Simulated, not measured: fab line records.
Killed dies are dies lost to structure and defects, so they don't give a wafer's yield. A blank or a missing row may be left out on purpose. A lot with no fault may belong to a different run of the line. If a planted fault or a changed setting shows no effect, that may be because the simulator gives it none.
The tool behind it: which one? + flow gf180mcu + 12 lots, 36 wafers sampled, at 3 steps of a route of 602

== WHAT THE GAUGES READ, wafer by wafer ==
GF_V2_CD_MEAS_14: target cd 260 nm.
| lot  | measured     | on        | cd nm (nm)        |
|------|--------------|-----------|-------------------|
| L075 | day 20 21:00 | cd sem-01 | 261.3 263.1 262.6 |
| L077 | day 21 17:42 | cd sem-02 | 257.9 257.4 258.0 |
| L079 | day 22 17:46 | cd sem-02 | 259.9 260.0 260.5 |
| L080 | day 22 21:57 | cd sem-01 | 259.7 260.9 261.7 |
| L083 | day 23 18:48 | cd sem-01 | 258.3 258.4 259.2 |
| L085 | day 24 03:43 | cd sem-01 | 261.2 261.6 261.6 |
| L087 | day 25 14:31 | cd sem-01 | 259.3 259.7 259.4 |
| L090 | day 25 20:31 | cd sem-01 | 260.4 260.0 260.6 |
| L091 | day 26 09:55 | cd sem-02 | 259.8 262.3 261.7 |
| L093 | day 26 16:04 | cd sem-01 | 259.7 258.5 258.9 |
| L095 | day 27 12:50 | cd sem-02 | 259.3 259.6 259.8 |
| L097 | day 28 07:22 | cd sem-02 | 261.0 260.1 260.1 |

== TOOL THAT RAN EACH LOT (tool first, then ch and the chambers of the sampled wafers, then the start) ==
| lot  | GF_V1_ETCH_17                                 | GF_M2_SPUTTER_04             |
|------|-----------------------------------------------|------------------------------|
| L075 | rie diel-01 ch 0,3, day 18 18:29 or earlier   | pvd sputter-04, day 18 18:29 |
| L077 | rie diel-03 ch 2,3, day 19 17:02 or earlier   | pvd sputter-01, day 19 17:02 |
| L079 | rie diel-03 ch 0,2,3, day 20 16:55 or earlier | pvd sputter-01, day 20 16:55 |
| L080 | rie diel-01 ch 0,2,3, day 20 21:02 or earlier | pvd sputter-02, day 20 21:02 |
| L083 | rie diel-03 ch 1,2, day 21 20:06 or earlier   | pvd sputter-02, day 21 20:06 |
| L085 | rie diel-03 ch 1,3, day 22 05:02 or earlier   | pvd sputter-02, day 22 05:02 |
| L087 | rie diel-04 ch 0,2,3, day 23 18:31 or earlier | pvd sputter-02, day 23 18:31 |
| L090 | rie diel-01 ch 0,2, day 24 00:08 or earlier   | pvd sputter-01, day 24 00:08 |
| L091 | rie diel-01 ch 0,3, day 24 14:07 or earlier   | pvd sputter-01, day 24 14:07 |
| L093 | rie diel-01 ch 0,2, day 24 20:33 or earlier   | pvd sputter-04, day 24 20:33 |
| L095 | rie diel-01 ch 0,1,3, day 25 17:14 or earlier | pvd sputter-01, day 25 17:14 |
| L097 | rie diel-04 ch 1,3, day 26 13:02 or earlier   | pvd sputter-01, day 26 13:02 |
- GF_V1_ETCH_17: etches SiO2 in C4F8/O2/Ar, stops on TiN, target depth 630 nm.
- GF_M2_SPUTTER_04: material TiN, target thk 50 nm, time 41.7 s.

== THE ANSWER, worked out from the rows above alone ==
Rule: usual is defined by the lots themselves. The widest of any qualifying gaps counts: lots, ordered by their means at a reading, are off when they make up no more than a third of the lots, leave a main group of 4 or more, and stand apart from it by 3 or more times the standard deviation of that group's means. A main group whose means are all the same, to the digits that the tables above print for the reading, isn't used. Also off: a lot with no number at a reading for which 4 or more lots have one. All remaining lots with rows at the step are treated as sound.
Across all readings shown, no lot is off: no conclusion can be drawn from this.

== WHAT WAS PUT IN BY THE SIMULATOR ==
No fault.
